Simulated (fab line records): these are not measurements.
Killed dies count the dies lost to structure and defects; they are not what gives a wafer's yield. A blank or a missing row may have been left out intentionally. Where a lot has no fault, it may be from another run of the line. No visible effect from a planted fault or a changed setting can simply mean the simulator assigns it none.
Which tool was responsible? || flow sky130 || Sampling: 14 lots, 42 wafers, 3 of 708 route steps

WHAT THE GAUGES READ, wafer by wafer
SKY_VT_ADJUST_HVTR_TW_MEAS_11. Usual: for VT_ADJUST_HVTR_TW the level is 210.4 and the standard deviation is 0.95.
{"lot": "L248", "measured": "day 9 13:29", "on": "film-metro-03", "VT_ADJUST_HVTR_TW": "209.0 209.2 210.1", "flag": ""}
{"lot": "L249", "measured": "day 9 23:52", "on": "film-metro-01", "VT_ADJUST_HVTR_TW": "209.8 210.8 209.8", "flag": ""}
{"lot": "L251", "measured": "day 10 09:10", "on": "film-metro-01", "VT_ADJUST_HVTR_TW": "209.4 211.1 211.8", "flag": ""}
{"lot": "L252", "measured": "day 11 22:46", "on": "film-metro-01", "VT_ADJUST_HVTR_TW": "210.9 210.3 209.8", "flag": ""}
{"lot": "L255", "measured": "day 12 02:10", "on": "film-metro-03", "VT_ADJUST_HVTR_TW": "210.3 211.3 210.1", "flag": ""}
{"lot": "L253", "measured": "day 12 02:28", "on": "film-metro-02", "VT_ADJUST_HVTR_TW": "209.0 211.0 210.6", "flag": ""}
{"lot": "L256", "measured": "day 12 13:04", "on": "film-metro-01", "VT_ADJUST_HVTR_TW": "209.6 209.5 210.6", "flag": ""}
{"lot": "L265", "measured": "day 15 11:13", "on": "film-metro-02", "VT_ADJUST_HVTR_TW": "211.4 211.7 211.7", "flag": ""}
{"lot": "L263", "measured": "day 15 11:14", "on": "film-metro-03", "VT_ADJUST_HVTR_TW": "209.4 210.0 208.8", "flag": ""}
{"lot": "L264", "measured": "day 15 11:53", "on": "film-metro-03", "VT_ADJUST_HVTR_TW": "209.3 210.9 210.0", "flag": ""}
{"lot": "L266", "measured": "day 16 01:44", "on": "film-metro-02", "VT_ADJUST_HVTR_TW": "211.0 211.4 210.7", "flag": ""}
{"lot": "L268", "measured": "day 16 13:37", "on": "film-metro-03", "VT_ADJUST_HVTR_TW": "210.5 210.1 210.7", "flag": ""}
{"lot": "L269", "measured": "day 16 18:47", "on": "film-metro-02", "VT_ADJUST_HVTR_TW": "211.1 210.5 211.4", "flag": ""}
{"lot": "L270", "measured": "day 16 19:05", "on": "film-metro-02", "VT_ADJUST_HVTR_TW": "210.7 210.5 210.2", "flag": ""}

SKY_SONOS_ONO_THK_MEAS_05. Usual: for SONOS_ONO_CVD_04_THK the level is 5.78 nm and the standard deviation is 0.11.
{"lot": "L248", "measured": "day 11 18:58", "on": "film-metro-03", "SONOS_ONO_CVD_04_THK (nm)": "5.73 5.63 5.70", "flag": ""}
{"lot": "L249", "measured": "day 12 02:56", "on": "film-metro-03", "SONOS_ONO_CVD_04_THK (nm)": "5.67 5.62 5.68", "flag": ""}
{"lot": "L251", "measured": "day 12 14:03", "on": "film-metro-03", "SONOS_ONO_CVD_04_THK (nm)": "5.82 5.94 5.80", "flag": ""}
{"lot": "L252", "measured": "day 14 06:27", "on": "film-metro-03", "SONOS_ONO_CVD_04_THK (nm)": "5.65 5.71 5.81", "flag": ""}
{"lot": "L255", "measured": "day 14 10:59", "on": "film-metro-01", "SONOS_ONO_CVD_04_THK (nm)": "5.72 5.81 5.80", "flag": ""}
{"lot": "L253", "measured": "day 14 12:13", "on": "film-metro-03", "SONOS_ONO_CVD_04_THK (nm)": "5.81 5.78 5.82", "flag": ""}
{"lot": "L256", "measured": "day 15 00:55", "on": "film-metro-04", "SONOS_ONO_CVD_04_THK (nm)": "5.90 5.93 5.94", "flag": ""}
{"lot": "L265", "measured": "day 18 00:04", "on": "film-metro-01", "SONOS_ONO_CVD_04_THK (nm)": "5.87 5.94 5.90", "flag": ""}
{"lot": "L263", "measured": "day 18 01:23", "on": "film-metro-03", "SONOS_ONO_CVD_04_THK (nm)": "5.86 5.87 5.90", "flag": ""}
{"lot": "L264", "measured": "day 18 01:23", "on": "film-metro-01", "SONOS_ONO_CVD_04_THK (nm)": "5.83 5.81 5.93", "flag": ""}
{"lot": "L266", "measured": "day 18 20:35", "on": "film-metro-03", "SONOS_ONO_CVD_04_THK (nm)": "5.76 5.82 5.85", "flag": ""}
{"lot": "L268", "measured": "day 19 09:17", "on": "film-metro-03", "SONOS_ONO_CVD_04_THK (nm)": "5.51 5.64 5.61", "flag": ""}
{"lot": "L269", "measured": "day 19 10:31", "on": "film-metro-01", "SONOS_ONO_CVD_04_THK (nm)": "5.74 5.60 5.58", "flag": ""}
{"lot": "L270", "measured": "day 19 15:04", "on": "film-metro-01", "SONOS_ONO_CVD_04_THK (nm)": "5.47 5.56 5.57", "flag": ""}

EACH LOT AND THE TOOL THAT RAN IT (in order: tool; ch and the chambers of the sampled wafers; start)
{"lot": "L248", "SKY_VT_ADJUST_HVTR_STRIP_10": "plasma-asher-02 ch 0,1, day 9 13:23"}
{"lot": "L249", "SKY_VT_ADJUST_HVTR_STRIP_10": "plasma-asher-02 ch 0,1, day 9 23:46"}
{"lot": "L251", "SKY_VT_ADJUST_HVTR_STRIP_10": "plasma-asher-02 ch 0,1, day 10 09:04"}
{"lot": "L252", "SKY_VT_ADJUST_HVTR_STRIP_10": "plasma-asher-01 ch 0,1, day 11 22:40"}
{"lot": "L255", "SKY_VT_ADJUST_HVTR_STRIP_10": "plasma-asher-02 ch 0,1, day 12 02:04"}
{"lot": "L253", "SKY_VT_ADJUST_HVTR_STRIP_10": "plasma-asher-03 ch 0,1, day 12 02:22"}
{"lot": "L256", "SKY_VT_ADJUST_HVTR_STRIP_10": "plasma-asher-03 ch 0,1, day 12 12:58"}
{"lot": "L265", "SKY_VT_ADJUST_HVTR_STRIP_10": "plasma-asher-03 ch 0,1, day 15 11:08"}
{"lot": "L263", "SKY_VT_ADJUST_HVTR_STRIP_10": "plasma-asher-02 ch 0,1, day 15 11:08"}
{"lot": "L264", "SKY_VT_ADJUST_HVTR_STRIP_10": "plasma-asher-02 ch 0,1, day 15 11:47"}
{"lot": "L266", "SKY_VT_ADJUST_HVTR_STRIP_10": "plasma-asher-03 ch 0,1, day 16 01:38"}
{"lot": "L268", "SKY_VT_ADJUST_HVTR_STRIP_10": "plasma-asher-01 ch 0,1, day 16 13:32"}
{"lot": "L269", "SKY_VT_ADJUST_HVTR_STRIP_10": "plasma-asher-01 ch 0,1, day 16 18:41"}
{"lot": "L270", "SKY_VT_ADJUST_HVTR_STRIP_10": "plasma-asher-01 ch 0,1, day 16 18:59"}
- SKY_VT_ADJUST_HVTR_STRIP_10: strips in O2/N2.

WHAT THE TOOLS THEMSELVES READ (means of the sampled wafers that have a number; where no wafer has one, the mark that the record gives instead)
SKY_VT_ADJUST_HVTR_STRIP_10. Usual: drypump-motor-current-A 5.5 A, standard deviation 0.34; o2-flow-sccm 3000 sccm, standard deviation 8.7; oes-product-au 0.715 a.u., standard deviation 0.0048; strip-time-to-endpoint-s 14.18 s, standard deviation 0.035.
{"lot": "L248", "tool": "plasma-asher-02", "drypump-motor-current-A (A)": 5.7, "o2-flow-sccm (sccm)": 3006, "oes-product-au (a.u.)": 0.714, "strip-time-to-endpoint-s (s)": 14.18, "flag": ""}
{"lot": "L249", "tool": "plasma-asher-02", "drypump-motor-current-A (A)": 5.7, "o2-flow-sccm (sccm)": 3005, "oes-product-au (a.u.)": 0.714, "strip-time-to-endpoint-s (s)": 14.21, "flag": ""}
{"lot": "L251", "tool": "plasma-asher-02", "drypump-motor-current-A (A)": 5.3, "o2-flow-sccm (sccm)": 2992, "oes-product-au (a.u.)": 0.714, "strip-time-to-endpoint-s (s)": 14.19, "flag": ""}
{"lot": "L252", "tool": "plasma-asher-01", "drypump-motor-current-A (A)": 5.8, "o2-flow-sccm (sccm)": 2996, "oes-product-au (a.u.)": 0.708, "strip-time-to-endpoint-s (s)": 14.21, "flag": ""}
{"lot": "L255", "tool": "plasma-asher-02", "drypump-motor-current-A (A)": 5.7, "o2-flow-sccm (sccm)": 3000, "oes-product-au (a.u.)": 0.719, "strip-time-to-endpoint-s (s)": 14.17, "flag": ""}
{"lot": "L253", "tool": "plasma-asher-03", "drypump-motor-current-A (A)": 5.4, "o2-flow-sccm (sccm)": 2998, "oes-product-au (a.u.)": 0.714, "strip-time-to-endpoint-s (s)": 14.22, "flag": ""}
{"lot": "L256", "tool": "plasma-asher-03", "drypump-motor-current-A (A)": 5.5, "o2-flow-sccm (sccm)": 2995, "oes-product-au (a.u.)": 0.714, "strip-time-to-endpoint-s (s)": 14.20, "flag": ""}
{"lot": "L265", "tool": "plasma-asher-03", "drypump-motor-current-A (A)": 5.4, "o2-flow-sccm (sccm)": 2994, "oes-product-au (a.u.)": 0.714, "strip-time-to-endpoint-s (s)": 14.22, "flag": ""}
{"lot": "L263", "tool": "plasma-asher-02", "drypump-motor-current-A (A)": 5.7, "o2-flow-sccm (sccm)": 3004, "oes-product-au (a.u.)": 0.713, "strip-time-to-endpoint-s (s)": 14.23, "flag": ""}
{"lot": "L264", "tool": "plasma-asher-02", "drypump-motor-current-A (A)": 5.7, "o2-flow-sccm (sccm)": 3006, "oes-product-au (a.u.)": 0.711, "strip-time-to-endpoint-s (s)": 14.19, "flag": ""}
{"lot": "L266", "tool": "plasma-asher-03", "drypump-motor-current-A (A)": 5.5, "o2-flow-sccm (sccm)": 3010, "oes-product-au (a.u.)": 0.716, "strip-time-to-endpoint-s (s)": 14.21, "flag": ""}
{"lot": "L268", "tool": "plasma-asher-01", "drypump-motor-current-A (A)": 5.8, "o2-flow-sccm (sccm)": 3001, "oes-product-au (a.u.)": 0.713, "strip-time-to-endpoint-s (s)": 14.11, "flag": ""}
{"lot": "L269", "tool": "plasma-asher-01", "drypump-motor-current-A (A)": 5.6, "o2-flow-sccm (sccm)": 2988, "oes-product-au (a.u.)": 0.717, "strip-time-to-endpoint-s (s)": 14.14, "flag": ""}
{"lot": "L270", "tool": "plasma-asher-01", "drypump-motor-current-A (A)": 5.8, "o2-flow-sccm (sccm)": 3001, "oes-product-au (a.u.)": 0.714, "strip-time-to-endpoint-s (s)": 14.15, "flag": ""}

THE ANSWER, worked out from the rows above alone
Rule: a lot is off if the mean of its wafers that have a number lies more than 3 standard deviations from the usual mean. Also off: a lot with no number at a reading for which 4 or more lots have one. Any other lot the step has rows for is counted as sound. The gauges are gone through in route order, then the tools' own readings, and for those a lot's mean is taken as printed above. The first step at which some lot is off is used, and at that step the reading that is off furthest; a lot without a number counts as furthest.
Across all readings shown, no lot is off: no conclusion can be drawn from this.

WHAT THE SIMULATOR HAD PUT IN
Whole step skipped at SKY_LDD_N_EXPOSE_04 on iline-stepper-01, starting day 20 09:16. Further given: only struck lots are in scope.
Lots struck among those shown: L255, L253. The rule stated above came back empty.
